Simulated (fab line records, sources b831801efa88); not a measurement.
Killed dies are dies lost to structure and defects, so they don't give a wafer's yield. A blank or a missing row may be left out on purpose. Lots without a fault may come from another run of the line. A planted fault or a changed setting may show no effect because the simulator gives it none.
fab line records | flow sky130
record lots=10 wafers=30 last_day=50
route steps=708 shown CAPM@537 METAL3@569 VIA3@573 PAD_OPEN@708
lots that met no fault: from a run of the same line without faults
start_h: hours from the record's first day to the start of the lot's first wafer shown | wait_h: hours since the lot's step before | " the same as in the row above | L1.1+2: a row that stands for several wafers | - no value, or no start given | * or withheld: withheld | < > ~ a bound
route shown NAME@n: a module of which the file shows steps, and the number in the route of the first | usual: mean/standard deviation of fault-free wafers | same: alike in all rows | chamber/n: place in a boat | sites: the reading at each site | _std_site: their standard deviation | _edge_site: outer sites' mean less inner sites' | radius_mm: how far each site lies from the wafer's centre | mask NAME#n: copy n | behind: the tool/chamber that last shaped the wafer | hold: why the lot was held/for how many hours/how that ended | device: the transistor (n, p or np) that didn't switch | end of line: the same wafers' tests at the end of the route | a step without rows: its recipe alone | killed: dies lost to structure and defects at the first sort, not the wafer's yield | map: a wafer's dies, x killed, . not, _ none there
set.NAME: the setting as run; set.NAME@STEP: as run at that earlier step | model.NAME: the simulator's own value behind a step, which no gauge read
steps of the route over a sample of lots; a table a step, a row a wafer
services: from which hour (start_h, from the record's first day; less than 0 if before it) a tool's chamber was out of use, for how many hours, and why
## steps
# step SKY_CAPM_CVD_00
# recipe material=SiO2 target_thk_nm=15.5 temp_c=400 time_s=withheld rf_w=450
# usual heater_power_outer_w=444/46 heater_power_w=751/82 rf_fwd_power_W=441.9/2.9
# columns lot.wafer tool chamber start_h wait_h heater_power_outer_w heater_power_w rf_fwd_power_W
L397.2 pecvd-02 2 855.90 0.0 439 696 442.7
L397.4 " 1 " " 412 801 440.0
L397.5 " 0 " " 510 829 435.6
L398.3 pecvd-03 0 863.48 0.0 437 707 444.8
L398.5 " 0 " " 437 703 445.5
L398.6 " 2 " " 368 656 445.6
L399.1 pecvd-01 1 868.41 0.0 432 659 445.4
L399.4 " 1 " " 428 665 444.3
L399.6 " 2 " " 471 810 443.4
L400.1 pecvd-03 0 886.37 0.0 392 651 445.6
L400.3 " 1 " " 434 776 439.7
L400.4 " 1 " " 436 775 441.9
L409.2 pecvd-02 2 943.36 0.0 416 681 440.1
L409.3 " 1 " " 545 925 439.5
L409.6 " 2 " " 434 689 440.6
L410.3 pecvd-02 2 947.40 0.0 370 611 440.4
L410.5 " 0 " " 474 783 439.3
L410.6 " 2 " " 376 633 441.1
L411.3 pecvd-02 0 955.31 0.0 392 703 438.3
L411.5 " 2 " " 383 624 440.9
L411.6 " 0 " " 423 696 438.1
L415.1 pecvd-02 2 991.16 0.0 349 592 440.4
L415.2 " 0 " " 391 673 437.2
L415.6 " 0 " " 402 672 436.7
L418.1 pecvd-03 0 999.47 0.0 395 656 445.4
L418.2 " 2 " " 405 688 445.5
L418.3 " 1 " " 519 868 443.5
L419.2 pecvd-02 2 1003.23 0.0 435 720 437.4
L419.5 " 2 " " 441 738 440.1
L419.6 " 0 " " 493 806 436.3
# step SKY_METAL3_STRIP_19
# recipe chemistry=O2/N2 power_w=1400 pressure_mtorr=1500 platen_temp_c=withheld o2_flow_sccm=3000 n2_flow_sccm=300 overash_fraction=0.5
# usual drypump_motor_current_A=5.9/0.38 oes_product_au=0.501/0.0051 strip_time_to_endpoint_s=6.50/0.061
# columns lot.wafer tool chamber start_h wait_h drypump_motor_current_A oes_product_au rf_hours_counter_h strip_time_to_endpoint_s
L397.2 plasma_asher-03 0 908.68 0.1 6.1 0.505 83 6.45
L397.4 " 1 " " 5.5 0.496 - 6.46
L397.5 " 1 " " 5.5 0.494 - 6.46
L398.3 plasma_asher-02 1 914.96 0.1 6.2 0.503 - 6.50
L398.5 " 0 " " 5.4 0.498 - 6.51
L398.6 " 1 " " 6.2 0.502 - 6.52
L399.1 plasma_asher-04 0 920.18 0.1 5.9 0.498 36 6.44
L399.4 " 1 " " 6.4 0.511 - 6.46
L399.6 " 1 " " 6.4 0.513 - 6.48
L400.1 plasma_asher-04 0 936.81 0.1 5.9 0.508 37 6.57
L400.3 " 0 " " 5.9 0.499 - 6.48
L400.4 " 1 " " 6.4 0.507 - 6.57
L409.2 plasma_asher-03 0 993.01 0.1 6.1 0.507 92 6.51
L409.3 " 0 " " 6.1 0.495 - 6.40
L409.6 " 1 " " 5.5 0.496 - 6.46
L410.3 plasma_asher-04 1 996.16 0.1 6.4 0.507 - 6.53
L410.5 " 1 " " 6.5 0.496 - 6.57
L410.6 " 0 " " 5.9 0.499 - 6.50
L411.3 plasma_asher-03 1 1003.90 0.1 5.5 0.507 - 6.57
L411.5 " 0 " " 6.1 0.500 - 6.61
L411.6 " 1 " " 5.5 0.495 - 6.65
L415.1 plasma_asher-02 0 1038.61 0.1 5.4 0.499 127 6.55
L415.2 " 1 " " 6.2 0.504 127 6.58
L415.6 " 0 " " 5.4 0.508 - 6.64
L418.1 plasma_asher-02 0 1045.78 0.1 5.4 0.498 128 6.36
L418.2 " 1 " " 6.2 0.501 128 6.37
L418.3 " 1 " " 6.2 0.498 - 6.42
L419.2 plasma_asher-04 1 1049.28 0.1 6.4 0.511 49 6.48
L419.5 " 0 " " 5.9 0.495 - 6.49
L419.6 " 1 " " 6.4 0.504 - 6.52
# step SKY_VIA3_HDPCVD_00
# recipe material=SiO2 target_thk_nm=1635 sigma_open_frac=0.3 time_s=272.5 temp_c=400 sih4_flow_sccm=60 pressure_mtorr=6
# usual pressure_mtorr=5.999/0.011 run_length_s=300.0/0.55
# columns lot.wafer tool chamber start_h wait_h pressure_mtorr run_length_s
L397.2 hdpcvd-02 0 909.27 0.0 5.990 299.4
L397.4 " 0 " " 5.971 299.1
L397.5 " 2 " " 5.987 299.9
L398.3 hdpcvd-01 2 915.70 0.0 5.986 299.7
L398.5 " 1 " " 5.996 300.4
L398.6 " 2 " " 5.998 299.8
L399.1 hdpcvd-01 2 920.78 0.0 5.993 300.2
L399.4 " 0 " " 5.999 300.7
L399.6 " 1 " " 5.996 301.0
L400.1 hdpcvd-02 2 937.40 0.0 5.988 300.7
L400.3 " 0 " " 6.007 299.4
L400.4 " 1 " " 6.010 299.4
L409.2 hdpcvd-01 1 993.80 0.0 - -
L409.3 " 0 " " - -
L409.6 " 0 " " - -
L410.3 hdpcvd-02 0 996.72 0.0 - -
L410.5 " 1 " " - -
L410.6 " 2 " " - -
L411.3 hdpcvd-02 2 1004.45 0.0 - -
L411.5 " 1 " " - -
L411.6 " 2 " " - -
L415.1 hdpcvd-01 2 1039.20 0.0 6.007 299.4
L415.2 " 0 " " 6.002 300.8
L415.6 " 2 " " 6.013 299.4
L418.1 hdpcvd-01 2 1046.42 0.1 6.001 299.9
L418.2 " 1 " " 6.013 300.9
L418.3 " 0 " " 5.998 300.8
L419.2 hdpcvd-02 0 1049.87 0.0 5.996 300.3
L419.5 " 2 " " 6.010 300.2
L419.6 " 1 " " 6.014 299.7
# step SKY_VIA3_ETCH_14
# recipe chemistry=N2/H2 target=BARC ion_energy_ev=200 source_w=500 bias_w=100 pressure_mtorr=30 n2_flow_sccm=100 h2_flow_sccm=200 stop_on=SiO2 time_s=45.9 target_depth_a=600
# usual drypump_motor_current_A=5.7/0.41 h2_flow_sccm=200.1/0.69 oes_product_au=0.855/0.0049 rf_fwd_power_W=493.9/2 throttle_valve_pct=13.224/0.01
# columns lot.wafer tool chamber start_h wait_h drypump_motor_current_A h2_flow_sccm oes_product_au rf_fwd_power_W rf_hours_counter_h throttle_valve_pct
L397.2 rie_diel-01 2 934.90 0.0 5.6 198.5 0.855 493.3 13 13.215
L397.4 " 1 " " 6.0 200.4 0.855 495.0 16 13.245
L397.5 " 3 " " 5.0 199.0 0.855 495.0 - 13.227
L398.3 rie_diel-02 0 940.45 0.0 6.0 199.6 0.846 492.1 10 13.225
L398.5 " 2 " " 6.1 200.2 0.858 491.6 - 13.230
L398.6 " 1 " " 6.1 200.4 0.860 494.7 - 13.216
L399.1 rie_diel-01 3 946.23 0.0 5.0 199.9 0.850 496.1 25 13.234
L399.4 " 1 " " 6.1 199.5 0.856 496.6 16 13.238
L399.6 " 3 " " 5.0 199.5 0.860 498.3 - 13.205
L400.1 rie_diel-01 2 961.80 0.0 5.6 200.6 0.855 491.0 14 13.223
L400.3 " 3 " " 5.0 199.6 0.850 497.1 25 13.220
L400.4 " 1 " " 6.1 200.7 0.854 494.8 17 13.227
L409.2 rie_diel-04 0 1017.49 0.0 5.4 201.1 0.859 493.6 13 13.216
L409.3 " 1 " " 5.3 199.3 0.858 492.6 7 13.211
L409.6 " 2 " " 5.1 200.6 0.855 489.6 - 13.222
L410.3 rie_diel-02 3 1020.84 0.0 6.0 198.0 0.848 497.4 28 13.223
L410.5 " 1 " " 6.1 199.4 0.854 491.3 - 13.221
L410.6 " 0 " " 6.0 199.6 0.861 490.4 - 13.206
L411.3 rie_diel-02 0 1028.74 0.0 6.0 199.7 0.853 489.5 12 13.223
L411.5 " 2 " " 6.1 200.8 0.856 494.7 - 13.215
L411.6 " 3 " " 6.0 199.9 0.863 495.8 - 13.214
L415.1 rie_diel-02 2 1061.54 0.0 6.1 200.7 0.857 495.2 15 13.223
L415.2 " 1 " " 6.1 201.2 0.854 495.0 21 13.204
L415.6 " 0 " " 6.0 200.8 0.856 492.6 - 13.249
L418.1 rie_diel-01 2 1069.31 0.0 5.6 199.4 0.856 491.1 17 13.244
L418.2 " 0 " " 6.1 201.6 0.856 493.8 15 13.237
L418.3 " 3 " " 5.0 199.0 0.852 497.3 2 13.226
L419.2 rie_diel-04 3 1072.05 0.0 5.6 200.1 0.861 494.4 30 13.219
L419.5 " 2 " " 5.1 201.1 0.854 490.8 - 13.227
L419.6 " 3 " " 5.6 199.7 0.854 495.3 - 13.216
# step SKY_VIA3_ETCH_15
# recipe target=SiO2 chemistry=C4F8/O2/Ar target_depth_nm=507 stop_on=TiN mask_material=KrF-thick source_w=1500 bias_w=1200 pressure_mtorr=40 c4f8_flow_sccm=withheld O2_flow_sccm=6 Ar_flow_sccm=300 time_s=78
# usual oes_product_au=0.946/0.0047 rf_fwd_power_W=1488/4.9
# columns lot.wafer tool chamber start_h wait_h oes_product_au rf_fwd_power_W rf_hours_counter_h
L397.2 rie_diel-01 2 934.94 0.0 0.952 1485 13
L397.4 " 1 " " 0.950 1487 16
L397.5 " 3 " " 0.944 1494 -
L398.3 rie_diel-02 0 940.49 0.0 0.940 1479 10
L398.5 " 2 " " 0.947 1489 -
L398.6 " 1 " " 0.944 1487 -
L399.1 rie_diel-01 3 946.28 0.0 0.951 1483 25
L399.4 " 1 " " 0.951 1487 16
L399.6 " 3 " " 0.946 1486 -
L400.1 rie_diel-01 2 961.84 0.0 0.948 1485 14
L400.3 " 3 " " 0.946 1487 25
L400.4 " 1 " " 0.953 1489 17
L409.2 rie_diel-04 0 1017.53 0.0 0.375 1481 13
L409.3 " 1 " " 0.374 1496 7
L409.6 " 2 " " 0.375 1481 -
L410.3 rie_diel-02 3 1020.88 0.0 0.381 1489 28
L410.5 " 1 " " 0.380 1494 -
L410.6 " 0 " " 0.378 1483 -
L411.3 rie_diel-02 0 1028.78 0.0 0.371 1479 12
L411.5 " 2 " " 0.370 1491 -
L411.6 " 3 " " 0.375 1491 -
L415.1 rie_diel-02 2 1061.58 0.0 0.941 1498 15
L415.2 " 1 " " 0.939 1485 21
L415.6 " 0 " " 0.945 1489 -
L418.1 rie_diel-01 2 1069.35 0.0 0.945 1481 17
L418.2 " 0 " " 0.943 1484 15
L418.3 " 3 " " 0.949 1490 2
L419.2 rie_diel-04 3 1072.09 0.0 0.939 1503 30
L419.5 " 2 " " 0.948 1474 -
L419.6 " 3 " " 0.946 1494 -
# step SKY_PAD_OPEN_PROBE_99
# usual defect_limited_yield=82.2/1.9 killed_at_M0_to_M3=44/6.6 killed_at_M4_up=3.4/1.9 killed_at_contacts=25/5.6 killed_at_front_end=15/4.6 killed_at_other=0.3/0.6 killed_dies=88/9.5 killed_on_rim=17/3.8 killed_open=47/7.1 killed_short=40/6.4 sort_bin_3_pad_short=1.0/0.47 sort_bin_5_function=10.4/1.4 sort_bin_6_memory=6.4/1.1 sort_n_pass=404/9.5 sort_yield_pct=82.2/1.9
# same gross_dies=492 killed_at_back_side=0 sort_bin_4_leakage[%]=0 sort_bin_8_speed[%]=0
# columns lot.wafer tool chamber start_h wait_h defect_limited_yield[%] killed_at_M0_to_M3 killed_at_M4_up killed_at_contacts killed_at_front_end killed_at_other killed_dies killed_on_rim killed_open killed_short sort_bin_3_pad_short[%] sort_bin_5_function[%] sort_bin_6_memory[%] sort_n_pass sort_yield_pct[%]
L397.2 prober-01 - 1082.63 0.1 84.1 44 2 20 12 0 78 14 37 41 2.0 7.7 6.1 414 84.1
L397.4 prober-01 - 1082.73 0.2 80.5 48 4 24 20 0 96 12 51 45 1.2 11.4 6.9 396 80.5
L397.5 prober-01 - 1082.78 0.2 82.3 51 1 23 12 0 87 19 46 41 0.6 9.8 7.3 405 82.3
L398.3 prober-02 - 1085.81 0.2 79.3 53 3 31 15 0 102 24 54 47 1.2 12.4 7.1 390 79.3
L398.5 prober-02 - 1085.91 0.2 82.7 43 2 22 18 0 85 12 46 39 0.4 9.3 7.5 407 82.7
L398.6 prober-02 - 1085.96 0.2 80.5 43 4 36 13 0 96 15 56 39 1.0 9.8 8.7 396 80.5
L399.1 prober-01 - 1092.92 0.1 83.7 48 3 14 15 0 80 16 43 37 0.6 9.8 5.9 412 83.7
L399.4 prober-01 - 1093.07 0.2 81.9 38 4 32 15 0 89 18 45 44 1.6 9.3 7.1 403 81.9
L399.6 prober-01 - 1093.17 0.2 77.6 65 1 24 20 0 110 17 64 46 0.2 15.4 6.7 382 77.6
L400.1 prober-02 - 1104.71 0.1 83.5 47 3 23 7 1 81 14 45 35 0.8 9.3 6.3 411 83.5
L400.3 prober-02 - 1104.81 0.2 81.7 40 7 27 15 1 90 15 47 43 1.0 11.4 5.9 402 81.7
L400.4 prober-02 - 1104.86 0.2 85.2 53 2 8 8 2 73 14 39 32 0.8 9.3 4.7 419 85.2
L409.2 prober-01 - 1149.82 0.1 0 487 2 1 2 0 492 96 4 6 25.8 72.4 1.8 0 0
L409.3 prober-01 - 1149.87 0.2 0 477 3 9 3 0 492 96 12 9 24.8 72.8 2.4 0 0
L409.6 prober-01 - 1150.02 0.2 0 483 1 4 4 0 492 96 8 4 25.8 72.0 2.2 0 0
L410.3 prober-02 - 1152.12 0.2 0 481 2 8 1 0 492 96 10 7 25.0 73.0 2.0 0 0
L410.5 prober-02 - 1152.22 0.2 0 486 0 4 1 1 492 96 7 2 23.6 72.4 4.1 0 0
L410.6 prober-02 - 1152.27 0.2 0 487 2 2 1 0 492 96 5 4 23.0 75.6 1.4 0 0
L411.3 prober-01 - 1158.77 0.2 0 483 1 5 2 1 492 96 9 6 24.4 74.2 1.4 0 0
L411.5 prober-01 - 1158.87 0.2 0 475 2 7 8 0 492 96 11 9 21.7 74.4 3.9 0 0
L411.6 prober-01 - 1158.92 0.2 0 486 2 1 2 1 492 96 1 6 23.6 73.6 2.8 0 0
L415.1 prober-02 - 1184.11 0.1 80.9 46 2 27 18 1 94 17 45 49 2.0 11.2 5.9 398 80.9
L415.2 prober-02 - 1184.16 0.1 82.7 47 2 21 15 0 85 14 48 37 0.4 9.8 7.1 407 82.7
L415.6 prober-02 - 1184.36 0.2 80.1 48 3 39 8 0 98 21 54 44 1.6 12.0 6.3 394 80.1
L418.1 prober-01 - 1189.66 0.1 80.7 41 4 34 15 1 95 14 46 49 1.0 12.0 6.3 397 80.7
L418.2 prober-01 - 1189.71 0.1 81.9 44 3 23 19 0 89 13 57 31 1.0 11.0 6.1 403 81.9
L418.3 prober-01 - 1189.76 0.2 82.9 37 2 30 15 0 84 20 48 36 0.8 10.2 6.1 408 82.9
L419.2 prober-02 - 1193.09 0.1 80.3 49 4 25 19 0 97 22 58 39 1.4 11.4 6.9 395 80.3
L419.5 prober-02 - 1193.24 0.2 82.1 44 4 25 15 0 88 18 52 36 0.6 10.8 6.5 404 82.1
L419.6 prober-02 - 1193.29 0.2 79.1 52 4 29 18 0 103 15 52 51 0.8 11.6 8.5 389 79.1
# killed by level:class
L397.2 CONTACT:geometric_particle:open=8 VIA1:geometric_particle:short=8 METAL1:geometric_particle:short=7 CONTACT:geometric_particle:short=6 LI_CONTACT:geometric_particle:open=5 FIELD_ISO:geometric_particle:open=4 METAL2:geometric_particle:open=4 VIA1:geometric_particle:open=4
L397.4 VIA1:geometric_particle:open=13 CONTACT:geometric_particle:open=11 LI_CONTACT:geometric_particle:open=8 METAL1:geometric_particle:short=7 FIELD_ISO:geometric_particle:short=6 METAL2:geometric_particle:short=6 POLY_GATE:geometric_particle:short=5 VIA1:geometric_particle:short=5
L397.5 VIA1:geometric_particle:open=10 LI_CONTACT:geometric_particle:open=8 METAL1:geometric_particle:short=8 METAL2:geometric_particle:short=7 CONTACT:geometric_particle:open=7 VIA2:geometric_particle:open=7 POLY_GATE:geometric_particle:short=5 VIA3:geometric_particle:open=5
L398.3 LI_CONTACT:geometric_particle:open=13 VIA1:geometric_particle:open=12 VIA2:geometric_particle:open=11 VIA1:geometric_particle:short=9 METAL2:geometric_particle:short=9 CONTACT:geometric_particle:open=7 FIELD_ISO:geometric_particle:short=4 SPACER:geometric_particle:short=4
L398.5 CONTACT:geometric_particle:open=10 VIA1:geometric_particle:open=9 METAL1:geometric_particle:short=7 LI_CONTACT:geometric_particle:open=7 SPACER:geometric_particle:short=6 FIELD_ISO:geometric_particle:open=5 METAL2:geometric_particle:short=4 VIA2:geometric_particle:open=4
L398.6 CONTACT:geometric_particle:open=14 LI_CONTACT:geometric_particle:open=12 VIA1:geometric_particle:open=8 METAL1:geometric_particle:short=6 METAL2:geometric_particle:short=6 VIA2:geometric_particle:open=5 LOCAL_INTERCONNECT:geometric_particle:short=5 VIA2:geometric_particle:short=5
L399.1 VIA1:geometric_particle:open=15 FIELD_ISO:geometric_particle:short=6 VIA3:geometric_particle:open=6 METAL1:geometric_particle:short=5 METAL2:geometric_particle:short=5 FIELD_ISO:geometric_particle:open=4 LI_CONTACT:geometric_particle:open=4 VIA1:geometric_particle:short=4
L399.4 CONTACT:geometric_particle:open=14 VIA1:geometric_particle:open=8 CONTACT:geometric_particle:short=6 LI_CONTACT:geometric_particle:open=5 VIA1:geometric_particle:short=5 VIA3:geometric_particle:open=5 POLY_GATE:geometric_particle:short=4 VIA3:geometric_particle:short=4
L399.6 VIA1:geometric_particle:open=16 VIA2:geometric_particle:open=10 METAL1:geometric_particle:short=9 VIA3:geometric_particle:open=9 FIELD_ISO:geometric_particle:open=7 LOCAL_INTERCONNECT:geometric_particle:short=6 METAL2:geometric_particle:short=6 FIELD_ISO:geometric_particle:short=5
L400.1 VIA2:geometric_particle:open=12 CONTACT:geometric_particle:open=11 METAL1:geometric_particle:short=9 VIA1:geometric_particle:open=9 LI_CONTACT:geometric_particle:open=6 POLY_GATE:geometric_particle:short=4 VIA1:geometric_particle:short=4 CONTACT:geometric_particle:short=3
L400.3 LI_CONTACT:geometric_particle:open=9 VIA1:geometric_particle:open=8 VIA2:geometric_particle:open=8 FIELD_ISO:geometric_particle:short=7 FIELD_ISO:geometric_particle:open=6 CONTACT:geometric_particle:short=6 CONTACT:geometric_particle:open=6 METAL1:geometric_particle:short=6
L400.4 VIA1:geometric_particle:open=17 VIA3:geometric_particle:open=8 VIA3:geometric_particle:short=7 METAL1:geometric_particle:short=5 VIA2:geometric_particle:open=5 CONTACT:geometric_particle:open=4 LOCAL_INTERCONNECT:geometric_particle:short=3 VIA2:geometric_particle:short=3
L409.2 VIA3:lost_pattern=480 VIA1:geometric_particle:short=3 METAL4:area_expose=2 SONOS_ONO:geometric_particle:open=1 POLY_GATE:geometric_particle:open=1 LOCAL_INTERCONNECT:geometric_particle:short=1 METAL1:geometric_particle:short=1 VIA2:geometric_particle:short=1
L409.3 VIA3:lost_pattern=469 VIA3:geometric_particle:open=4 CONTACT:geometric_particle:open=4 LI_CONTACT:geometric_particle:open=2 CONTACT:geometric_particle:short=2 METAL4:geometric_particle:short=2 FIELD_ISO:geometric_particle:short=1 POLY_GATE:geometric_particle:open=1
L409.6 VIA3:lost_pattern=479 CONTACT:geometric_particle:open=3 POLY_GATE:geometric_particle:open=2 FIELD_ISO:geometric_particle:short=1 POLY_CUT:geometric_particle:open=1 CONTACT:geometric_particle:short=1 VIA3:geometric_particle:open=1 VIA1:geometric_particle:open=1
L410.3 VIA3:lost_pattern=473 LI_CONTACT:geometric_particle:open=5 METAL1:geometric_particle:short=2 POLY_GATE:geometric_particle:open=1 METAL2:geometric_particle:open=1 LI_CONTACT:geometric_particle:short=1 LOCAL_INTERCONNECT:geometric_particle:open=1 CONTACT:geometric_particle:short=1
L410.5 VIA3:lost_pattern=482 LI_CONTACT:geometric_particle:open=2 POLY_CUT:geometric_particle:open=1 LI_CONTACT:geometric_particle:short=1 CONTACT:geometric_particle:open=1 VIA1:geometric_particle:open=1 METAL2:geometric_particle:short=1 VIA2:geometric_particle:open=1
L410.6 VIA3:lost_pattern=481 LOCAL_INTERCONNECT:geometric_particle:open=2 METAL1:geometric_particle:short=2 VIA1:geometric_particle:open=2 METAL4:area_expose=2 FIELD_ISO:geometric_particle:open=1 METAL2:geometric_particle:short=1 VIA2:geometric_particle:short=1
L411.3 VIA3:lost_pattern=475 CONTACT:geometric_particle:short=2 CONTACT:geometric_particle:open=2 FIELD_ISO:geometric_particle:open=1 POLY_GATE:geometric_particle:open=1 LI_CONTACT:geometric_particle:open=1 VIA1:geometric_particle:open=1 VIA1:geometric_particle:short=1
L411.5 VIA3:lost_pattern=469 FIELD_ISO:geometric_particle:short=3 VIA1:geometric_particle:open=3 POLY_GATE:geometric_particle:open=2 LI_CONTACT:geometric_particle:short=2 CONTACT:geometric_particle:open=2 METAL4:area_expose=2 FIELD_ISO:geometric_particle:open=1
L411.6 VIA3:lost_pattern=482 METAL1:geometric_particle:short=3 FIELD_ISO:geometric_particle:short=2 VIA4:area_expose=2 CONTACT:geometric_particle:short=1 VIA2:geometric_particle:open=1 CAP2M:area_expose=1
L415.1 CONTACT:geometric_particle:open=9 VIA1:geometric_particle:short=8 LI_CONTACT:geometric_particle:open=8 METAL2:geometric_particle:short=8 VIA3:geometric_particle:short=6 VIA2:geometric_particle:open=6 VIA3:geometric_particle:open=6 FIELD_ISO:geometric_particle:short=5
L415.2 VIA1:geometric_particle:open=13 CONTACT:geometric_particle:open=9 VIA2:geometric_particle:open=6 VIA1:geometric_particle:short=6 FIELD_ISO:geometric_particle:open=5 LI_CONTACT:geometric_particle:open=5 METAL1:geometric_particle:short=5 METAL3:geometric_particle:short=5
L415.6 CONTACT:geometric_particle:open=14 LI_CONTACT:geometric_particle:open=9 CONTACT:geometric_particle:short=8 METAL1:geometric_particle:short=8 VIA3:geometric_particle:open=8 VIA2:geometric_particle:open=7 VIA1:geometric_particle:open=6 LOCAL_INTERCONNECT:geometric_particle:short=5
L418.1 CONTACT:geometric_particle:open=12 LOCAL_INTERCONNECT:geometric_particle:short=7 CONTACT:geometric_particle:short=7 VIA1:geometric_particle:short=7 LI_CONTACT:geometric_particle:open=6 METAL1:geometric_particle:short=6 METAL2:geometric_particle:short=6 FIELD_ISO:geometric_particle:short=5
L418.2 CONTACT:geometric_particle:open=15 VIA1:geometric_particle:open=13 VIA1:geometric_particle:short=7 FIELD_ISO:geometric_particle:open=6 METAL1:geometric_particle:short=6 VIA3:geometric_particle:open=6 FIELD_ISO:geometric_particle:short=5 POLY_GATE:geometric_particle:open=5
L418.3 LI_CONTACT:geometric_particle:open=10 VIA1:geometric_particle:open=9 CONTACT:geometric_particle:open=8 VIA3:geometric_particle:open=7 FIELD_ISO:geometric_particle:open=5 FIELD_ISO:geometric_particle:short=5 CONTACT:geometric_particle:short=5 LI_CONTACT:geometric_particle:short=4
L419.2 CONTACT:geometric_particle:open=16 VIA1:geometric_particle:open=14 METAL2:geometric_particle:short=9 POLY_GATE:geometric_particle:open=7 VIA2:geometric_particle:open=6 LOCAL_INTERCONNECT:geometric_particle:short=5 VIA3:geometric_particle:open=5 FIELD_ISO:geometric_particle:short=4
L419.5 VIA1:geometric_particle:open=13 LI_CONTACT:geometric_particle:open=9 CONTACT:geometric_particle:open=8 METAL2:geometric_particle:short=8 VIA2:geometric_particle:open=8 FIELD_ISO:geometric_particle:short=5 POLY_GATE:geometric_particle:short=4 FIELD_ISO:geometric_particle:open=3
L419.6 VIA1:geometric_particle:open=12 METAL2:geometric_particle:short=11 VIA2:geometric_particle:open=9 CONTACT:geometric_particle:open=8 LI_CONTACT:geometric_particle:open=7 VIA3:geometric_particle:open=7 VIA1:geometric_particle:short=6 LI_CONTACT:geometric_particle:short=5
## services
# columns tool chamber start_h hours kind
plasma_asher-04 - 865.22 1.0 repair
hdpcvd-02 2 915.69 8.8 repair
rie_diel-01 - 923.17 4.3 pm
plasma_asher-04 - 923.75 2.0 repair
pecvd-02 0 927.59 7.4 repair
plasma_asher-02 - 931.11 8.5 repair
pecvd-01 2 938.33 15.6 repair
pecvd-03 1 945.99 3.4 repair
pecvd-03 2 946.38 1.9 repair
hdpcvd-01 - 950.25 15.0 pm
rie_diel-01 3 989.98 - clean
rie_diel-01 - 1003.51 14.6 pm
rie_diel-02 0 1004.77 13.5 repair
pecvd-01 - 1007.42 2.6 repair
rie_diel-01 2 1023.18 8.5 repair
rie_diel-04 1 1024.29 9.4 repair
hdpcvd-02 1 1029.84 9.8 repair
plasma_asher-03 - 1030.41 2.1 repair
plasma_asher-03 - 1033.73 0.4 repair
pecvd-03 2 1052.36 10.5 repair
hdpcvd-02 0 1052.55 20.7 repair
plasma_asher-02 - 1055.28 9.0 pm
pecvd-03 - 1058.02 6.0 pm
pecvd-02 - 1067.51 4.3 pm
## key
first_sign step=SKY_VIA3_HDPCVD_00 reading=tool_record direction=missing
effect step=SKY_VIA3_ETCH_15 reading=oes_product_au direction=down sigmas=99+ usual=0.946 struck=0.375
effect step=SKY_PAD_OPEN_PROBE_99 reading=killed_at_M0_to_M3 direction=up sigmas=67 usual=44 struck=483
met_at SKY_VIA3_HDPCVD_00
struck_lots L409,L410,L411
later_rows_left_out L409.2,L409.3,L409.6,L410.3,L410.5,L410.6,L411.3,L411.5,L411.6
not_acting_at SKY_CAPM_CVD_00,SKY_METAL3_STRIP_19,SKY_VIA3_ETCH_14
onset_between 937.40 993.80
fault kind=skipped_step_whole tool=hdpcvd-01,hdpcvd-02 chamber=- onset_h=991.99 steps=SKY_VIA3_HDPCVD_00 scope=struck_lots_only
# later_rows_left_out: the simulator's readings of these wafers behind a module that went badly wrong aren't trusted and aren't shown, but for the sort
